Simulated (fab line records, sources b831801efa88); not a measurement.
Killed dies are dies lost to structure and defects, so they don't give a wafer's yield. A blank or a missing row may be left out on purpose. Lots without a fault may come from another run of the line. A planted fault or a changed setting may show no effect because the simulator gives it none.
Problem report in the 8D (eight disciplines) form, filled by code | flow sky130 | the parts of the form that need people (team, actions taken, sign-off) are left out

1. THE PROBLEM
LDD_P_OVL at SKY_LDD_P_OVL_MEAS_08 reads a mean of 9.6 nm on 6 wafers of 2 lots; wafers without a fault read 0.7 nm with a standard deviation of 1.2. That is +7.4 standard deviations from the usual mean.
First seen on wafer L355.1, day 22 14:29, on overlay-02. The record holds 42 wafers of 14 lots with a number at this step. Rule for "out", or "out of limits": more than 4 standard deviations from the usual mean. The other wafers with a number count as sound.

2. WHAT IT IS AND WHAT IT IS NOT
question                    | is                     | is not
which readings at this step | LDD_P_OVL              | -
which lots                  | L355, L357             | L348, L349, L350, L351, L352, L353, L354, L356, L366, L367, L368, L369
which wafers of those lots  | all that have a number | -
read on which gauges        | overlay-01, overlay-02 | -
when                        | from day 22 14:29      | up to then (24 sound wafers); but 12 sound wafers of L366, L367, L368, L369 came after

3. SUSPECTS, AND WHAT RULES EACH OUT
Counting: a tool at a process step up to the reading stays a suspect if it ran every lot that is out and no sound lot after the first of them.
- the gauge at SKY_LDD_P_OVL_MEAS_08: ruled out. The wafers that are out were read on 2 gauges (overlay-01, overlay-02).
- iline_stepper-01 at SKY_LDD_P_EXPOSE_04 (exposes mask PSDM, target cd 380 nm): kept. It ran every lot that is out, first L355 (day 21 22:17), and no sound lot after that; its last sound lot up to then is L354 (day 21 14:18).
Left after counting: iline_stepper-01 at SKY_LDD_P_EXPOSE_04.

4. THE CAUSE (what the simulator had put in)
Scanner matching overlay: iline_stepper-01, from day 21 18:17 on, at SKY_LDD_P_EXPOSE_04. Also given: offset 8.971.
Counting left only this tool.

5. THE CHAIN OF EFFECTS, in route order
Each row: a reading whose mean over the struck wafers that have a number lies more than 3 standard deviations from the usual. Only readings for which the record gives a usual standard deviation are gone through. hours: the time from each lot's start at the first step in this table that gives one to its start at this step, as a median over the lots. sigmas: the change in usual standard deviations.
hours | step                  | reading   | usual  | on struck wafers | change | sigmas
0     | SKY_LDD_P_OVL_MEAS_08 | LDD_P_OVL | 0.7 nm | 9.6              | +8.9   | +7.4
Later measuring or inspecting steps at which every struck wafer that the step has a row for has a number for every such reading, and none has moved that far: SKY_SD_P_OVL_MEAS_08.

6. WHAT WOULD HAVE CAUGHT IT SOONER
In this record the first reading out of limits at a measuring or inspecting step was taken at day 22 14:29, 20 hours after the fault began at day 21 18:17.
All the lots that are out (2) had begun SKY_LDD_P_EXPOSE_04 on iline_stepper-01 by day 22 14:29. A hold on the tool at that time would have spared none of them.
